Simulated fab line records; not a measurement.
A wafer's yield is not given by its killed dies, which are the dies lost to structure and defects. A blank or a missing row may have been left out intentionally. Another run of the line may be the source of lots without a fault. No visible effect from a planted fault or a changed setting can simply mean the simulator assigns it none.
What tool caused it? || flow gf180mcu || 12 lots, 35 wafers sampled, at 5 steps of a route of 602

WHAT THE GAUGES SHOWED, per wafer
GF_MIM_THK_MEAS_11: measures by xrf. Usual: MIM_ALCU_THK 203.7 nm, standard deviation 2.2.
{"lot": "L247", "measured": "day 24 09:17", "on": "film-metro-03", "MIM_ALCU_THK (nm)": "201.4 202.6 202.6", "flag": ""}
{"lot": "L248", "measured": "day 24 15:03", "on": "film-metro-02", "MIM_ALCU_THK (nm)": "201.2 203.9 202.4", "flag": ""}
{"lot": "L249", "measured": "day 24 21:34", "on": "film-metro-03", "MIM_ALCU_THK (nm)": "201.9 201.3 202.4", "flag": ""}
{"lot": "L251", "measured": "day 25 12:20", "on": "film-metro-01", "MIM_ALCU_THK (nm)": "206.3 205.5 207.3", "flag": ""}
{"lot": "L252", "measured": "day 26 01:42", "on": "film-metro-01", "MIM_ALCU_THK (nm)": "203.6 205.4 201.9", "flag": ""}
{"lot": "L254", "measured": "day 26 16:10", "on": "film-metro-02", "MIM_ALCU_THK (nm)": "206.3 206.9 203.2", "flag": ""}
{"lot": "L263", "measured": "day 29 16:58", "on": "film-metro-02", "MIM_ALCU_THK (nm)": "210.4 204.9", "flag": ""}
{"lot": "L265", "measured": "day 30 04:43", "on": "film-metro-02", "MIM_ALCU_THK (nm)": "204.0 204.6 203.9", "flag": ""}
{"lot": "L267", "measured": "day 30 12:44", "on": "film-metro-01", "MIM_ALCU_THK (nm)": "205.7 204.7 205.2", "flag": ""}
{"lot": "L268", "measured": "day 30 19:31", "on": "film-metro-03", "MIM_ALCU_THK (nm)": "201.5 200.1 202.1", "flag": ""}
{"lot": "L269", "measured": "day 31 02:20", "on": "film-metro-01", "MIM_ALCU_THK (nm)": "199.5 202.9 200.1", "flag": ""}
{"lot": "L270", "measured": "day 31 06:39", "on": "film-metro-02", "MIM_ALCU_THK (nm)": "206.0 202.8 204.3", "flag": ""}

WHICH TOOL RAN EACH LOT (tool, then ch and the chambers of the sampled wafers, then the start)
{"lot": "L247", "GF_V3_ETCH_16": "rie-diel-02 ch 1,2, day 22 07:48", "GF_V4_CMP_04": "cmp-01 ch 0,1,3, day 23 09:07", "GF_MIM_SPUTTER_01": "pvd-sputter-02, day 24 08:50", "GF_MIM_SPUTTER_08": "pvd-sputter-01, day 24 09:06"}
{"lot": "L248", "GF_V3_ETCH_16": "rie-diel-03 ch 0,2,3, day 22 12:43", "GF_V4_CMP_04": "cmp-02 ch 1,2,3, day 23 14:09", "GF_MIM_SPUTTER_01": "pvd-sputter-04, day 24 14:36", "GF_MIM_SPUTTER_08": "pvd-sputter-02, day 24 14:53"}
{"lot": "L249", "GF_V3_ETCH_16": "rie-diel-02 ch 0,1,2, day 22 19:54", "GF_V4_CMP_04": "cmp-01 ch 0,1, day 23 20:50", "GF_MIM_SPUTTER_01": "pvd-sputter-01, day 24 21:07", "GF_MIM_SPUTTER_08": "pvd-sputter-02, day 24 21:24"}
{"lot": "L251", "GF_V3_ETCH_16": "rie-diel-01 ch 0,1,2, day 23 11:55", "GF_V4_CMP_04": "cmp-01 ch 0,1,2, day 24 12:50", "GF_MIM_SPUTTER_01": "pvd-sputter-01, day 25 11:54", "GF_MIM_SPUTTER_08": "pvd-sputter-04, day 25 12:10"}
{"lot": "L252", "GF_V3_ETCH_16": "rie-diel-01 ch 0,1,2, day 24 01:03", "GF_V4_CMP_04": "cmp-02 ch 0,2,3, day 25 01:52", "GF_MIM_SPUTTER_01": "pvd-sputter-01, day 26 01:16", "GF_MIM_SPUTTER_08": "pvd-sputter-02, day 26 01:31"}
{"lot": "L254", "GF_V3_ETCH_16": "rie-diel-02 ch 0,1,2, day 24 16:09", "GF_V4_CMP_04": "cmp-02 ch 0,3, day 25 16:48", "GF_MIM_SPUTTER_01": "pvd-sputter-01, day 26 15:43", "GF_MIM_SPUTTER_08": "pvd-sputter-04, day 26 15:58"}
{"lot": "L263", "GF_V3_ETCH_16": "rie-diel-01 ch 2,3, day 27 22:15", "GF_V4_CMP_04": "cmp-01 ch 0,3, day 28 19:28", "GF_MIM_SPUTTER_01": "pvd-sputter-01, day 29 16:32", "GF_MIM_SPUTTER_08": "pvd-sputter-02, day 29 16:47"}
{"lot": "L265", "GF_V3_ETCH_16": "rie-diel-01 ch 0,1,2, day 28 09:52", "GF_V4_CMP_04": "cmp-02 ch 0,2,3, day 29 07:46", "GF_MIM_SPUTTER_01": "pvd-sputter-04, day 30 04:17", "GF_MIM_SPUTTER_08": "pvd-sputter-04, day 30 04:33"}
{"lot": "L267", "GF_V3_ETCH_16": "rie-diel-01 ch 0,1,3, day 28 19:34", "GF_V4_CMP_04": "cmp-02 ch 1,2,3, day 29 16:50", "GF_MIM_SPUTTER_01": "pvd-sputter-04, day 30 12:19", "GF_MIM_SPUTTER_08": "pvd-sputter-01, day 30 12:34"}
{"lot": "L268", "GF_V3_ETCH_16": "rie-diel-03 ch 1,2, day 29 01:46", "GF_V4_CMP_04": "cmp-02 ch 0,2,3, day 29 23:23", "GF_MIM_SPUTTER_01": "pvd-sputter-04, day 30 19:05", "GF_MIM_SPUTTER_08": "pvd-sputter-04, day 30 19:20"}
{"lot": "L269", "GF_V3_ETCH_16": "rie-diel-01 ch 0,1,3, day 29 08:19", "GF_V4_CMP_04": "cmp-01 ch 0,2,3, day 30 06:14", "GF_MIM_SPUTTER_01": "pvd-sputter-04, day 31 01:52", "GF_MIM_SPUTTER_08": "pvd-sputter-01, day 31 02:08"}
{"lot": "L270", "GF_V3_ETCH_16": "rie-diel-01 ch 1,3, day 29 13:13", "GF_V4_CMP_04": "cmp-02 ch 0,2, day 30 10:31", "GF_MIM_SPUTTER_01": "pvd-sputter-02, day 31 06:12", "GF_MIM_SPUTTER_08": "pvd-sputter-01, day 31 06:28"}
- GF_V3_ETCH_16: etches BARC in N2/H2.
- GF_V4_CMP_04: polishes SiO2.
- GF_MIM_SPUTTER_01: material TiN, target thk 30 nm, time 25 s.
- GF_MIM_SPUTTER_08: material AlCu, target thk 200 nm, time 10.6 s.

AS READ BY THE TOOLS THEMSELVES (means over the sampled wafers that have a number; for cases with no such wafer, the mark the record gives instead)
GF_V3_ETCH_16. Usual: drypump-motor-current-A 5.6 A, standard deviation 0.39; oes-product-au 0.854 a.u., standard deviation 0.0048; throttle-valve-pct 13.224 %, standard deviation 0.0099.
{"lot": "L247", "tool": "rie-diel-02", "drypump-motor-current-A (A)": 5.8, "oes-product-au (a.u.)": 0.858, "throttle-valve-pct (%)": 13.226, "flag": ""}
{"lot": "L248", "tool": "rie-diel-03", "drypump-motor-current-A (A)": 6.0, "oes-product-au (a.u.)": 0.857, "throttle-valve-pct (%)": 13.220, "flag": ""}
{"lot": "L249", "tool": "rie-diel-02", "drypump-motor-current-A (A)": 5.6, "oes-product-au (a.u.)": 0.861, "throttle-valve-pct (%)": 13.234, "flag": ""}
{"lot": "L251", "tool": "rie-diel-01", "drypump-motor-current-A (A)": 5.4, "oes-product-au (a.u.)": 0.857, "throttle-valve-pct (%)": 13.215, "flag": ""}
{"lot": "L252", "tool": "rie-diel-01", "drypump-motor-current-A (A)": 5.4, "oes-product-au (a.u.)": 0.856, "throttle-valve-pct (%)": 13.225, "flag": ""}
{"lot": "L254", "tool": "rie-diel-02", "drypump-motor-current-A (A)": 5.7, "oes-product-au (a.u.)": 0.853, "throttle-valve-pct (%)": 13.225, "flag": ""}
{"lot": "L263", "tool": "rie-diel-01", "drypump-motor-current-A (A)": 5.8, "oes-product-au (a.u.)": 0.852, "throttle-valve-pct (%)": 13.219, "flag": ""}
{"lot": "L265", "tool": "rie-diel-01", "drypump-motor-current-A (A)": 5.3, "oes-product-au (a.u.)": 0.854, "throttle-valve-pct (%)": 13.221, "flag": ""}
{"lot": "L267", "tool": "rie-diel-01", "drypump-motor-current-A (A)": 5.3, "oes-product-au (a.u.)": 0.853, "throttle-valve-pct (%)": 13.231, "flag": ""}
{"lot": "L268", "tool": "rie-diel-03", "drypump-motor-current-A (A)": 5.6, "oes-product-au (a.u.)": 0.851, "throttle-valve-pct (%)": 13.233, "flag": ""}
{"lot": "L269", "tool": "rie-diel-01", "drypump-motor-current-A (A)": 5.3, "oes-product-au (a.u.)": 0.857, "throttle-valve-pct (%)": 13.222, "flag": ""}
{"lot": "L270", "tool": "rie-diel-01", "drypump-motor-current-A (A)": 5.5, "oes-product-au (a.u.)": 0.851, "throttle-valve-pct (%)": 13.226, "flag": ""}

GF_V4_CMP_04. Usual: motor-current-A 12.4 A, standard deviation 1.7; time-to-endpoint-s 82 s, standard deviation 5.1.
{"lot": "L247", "tool": "cmp-01", "motor-current-A (A)": 12.3, "time-to-endpoint-s (s)": 83, "flag": ""}
{"lot": "L248", "tool": "cmp-02", "motor-current-A (A)": 12.4, "time-to-endpoint-s (s)": 79, "flag": ""}
{"lot": "L249", "tool": "cmp-01", "motor-current-A (A)": 12.1, "time-to-endpoint-s (s)": 90, "flag": ""}
{"lot": "L251", "tool": "cmp-01", "motor-current-A (A)": 12.9, "time-to-endpoint-s (s)": 81, "flag": ""}
{"lot": "L252", "tool": "cmp-02", "motor-current-A (A)": 12.5, "time-to-endpoint-s (s)": 79, "flag": ""}
{"lot": "L254", "tool": "cmp-02", "motor-current-A (A)": 12.7, "time-to-endpoint-s (s)": 88, "flag": ""}
{"lot": "L263", "tool": "cmp-01", "motor-current-A (A)": 11.4, "time-to-endpoint-s (s)": 82, "flag": ""}
{"lot": "L265", "tool": "cmp-02", "motor-current-A (A)": 12.9, "time-to-endpoint-s (s)": 82, "flag": ""}
{"lot": "L267", "tool": "cmp-02", "motor-current-A (A)": 13.0, "time-to-endpoint-s (s)": 75, "flag": ""}
{"lot": "L268", "tool": "cmp-02", "motor-current-A (A)": 12.9, "time-to-endpoint-s (s)": 76, "flag": ""}
{"lot": "L269", "tool": "cmp-01", "motor-current-A (A)": 12.0, "time-to-endpoint-s (s)": 84, "flag": ""}
{"lot": "L270", "tool": "cmp-02", "motor-current-A (A)": 11.7, "time-to-endpoint-s (s)": 77, "flag": ""}

GF_MIM_SPUTTER_01. Usual: throttle-valve-pct reads 30.4 % (standard deviation 1.1).
{"lot": "L247", "tool": "pvd-sputter-02", "throttle-valve-pct (%)": 29.9, "flag": ""}
{"lot": "L248", "tool": "pvd-sputter-04", "throttle-valve-pct (%)": 30.9, "flag": ""}
{"lot": "L249", "tool": "pvd-sputter-01", "throttle-valve-pct (%)": 29.8, "flag": ""}
{"lot": "L251", "tool": "pvd-sputter-01", "throttle-valve-pct (%)": 29.4, "flag": ""}
{"lot": "L252", "tool": "pvd-sputter-01", "throttle-valve-pct (%)": 28.8, "flag": ""}
{"lot": "L254", "tool": "pvd-sputter-01", "throttle-valve-pct (%)": 29.4, "flag": ""}
{"lot": "L263", "tool": "pvd-sputter-01", "throttle-valve-pct (%)": 29.7, "flag": ""}
{"lot": "L265", "tool": "pvd-sputter-04", "throttle-valve-pct (%)": 31.5, "flag": ""}
{"lot": "L267", "tool": "pvd-sputter-04", "throttle-valve-pct (%)": 30.7, "flag": ""}
{"lot": "L268", "tool": "pvd-sputter-04", "throttle-valve-pct (%)": 30.9, "flag": ""}
{"lot": "L269", "tool": "pvd-sputter-04", "throttle-valve-pct (%)": 31.4, "flag": ""}
{"lot": "L270", "tool": "pvd-sputter-02", "throttle-valve-pct (%)": 31.4, "flag": ""}

GF_MIM_SPUTTER_08. Usual: throttle-valve-pct reads 30.4 % (standard deviation 1.1).
{"lot": "L247", "tool": "pvd-sputter-01", "throttle-valve-pct (%)": 29.5, "flag": ""}
{"lot": "L248", "tool": "pvd-sputter-02", "throttle-valve-pct (%)": 30.2, "flag": ""}
{"lot": "L249", "tool": "pvd-sputter-02", "throttle-valve-pct (%)": 31.0, "flag": ""}
{"lot": "L251", "tool": "pvd-sputter-04", "throttle-valve-pct (%)": 30.8, "flag": ""}
{"lot": "L252", "tool": "pvd-sputter-02", "throttle-valve-pct (%)": 30.2, "flag": ""}
{"lot": "L254", "tool": "pvd-sputter-04", "throttle-valve-pct (%)": 31.7, "flag": ""}
{"lot": "L263", "tool": "pvd-sputter-02", "throttle-valve-pct (%)": 31.1, "flag": ""}
{"lot": "L265", "tool": "pvd-sputter-04", "throttle-valve-pct (%)": 30.9, "flag": ""}
{"lot": "L267", "tool": "pvd-sputter-01", "throttle-valve-pct (%)": 29.7, "flag": ""}
{"lot": "L268", "tool": "pvd-sputter-04", "throttle-valve-pct (%)": 31.6, "flag": ""}
{"lot": "L269", "tool": "pvd-sputter-01", "throttle-valve-pct (%)": 29.3, "flag": ""}
{"lot": "L270", "tool": "pvd-sputter-01", "throttle-valve-pct (%)": 29.8, "flag": ""}

THE ANSWER, worked out from the rows above alone
Rule: a lot is off if the mean of its wafers that have a number lies more than 3 standard deviations from the usual mean. A lot without any number at a reading at which 4 lots or more have one is off too. The other lots that the step has rows for count as sound. After the gauges, taken in route order, come the tools' own readings; for these a lot's mean is taken, as printed above. The first step at which some lot is off is used, and at that step the reading that is off furthest; a lot without a number counts as furthest.
No lot is off on any of the readings shown, so nothing can be concluded from this.

WHAT THE SIMULATOR PUT IN
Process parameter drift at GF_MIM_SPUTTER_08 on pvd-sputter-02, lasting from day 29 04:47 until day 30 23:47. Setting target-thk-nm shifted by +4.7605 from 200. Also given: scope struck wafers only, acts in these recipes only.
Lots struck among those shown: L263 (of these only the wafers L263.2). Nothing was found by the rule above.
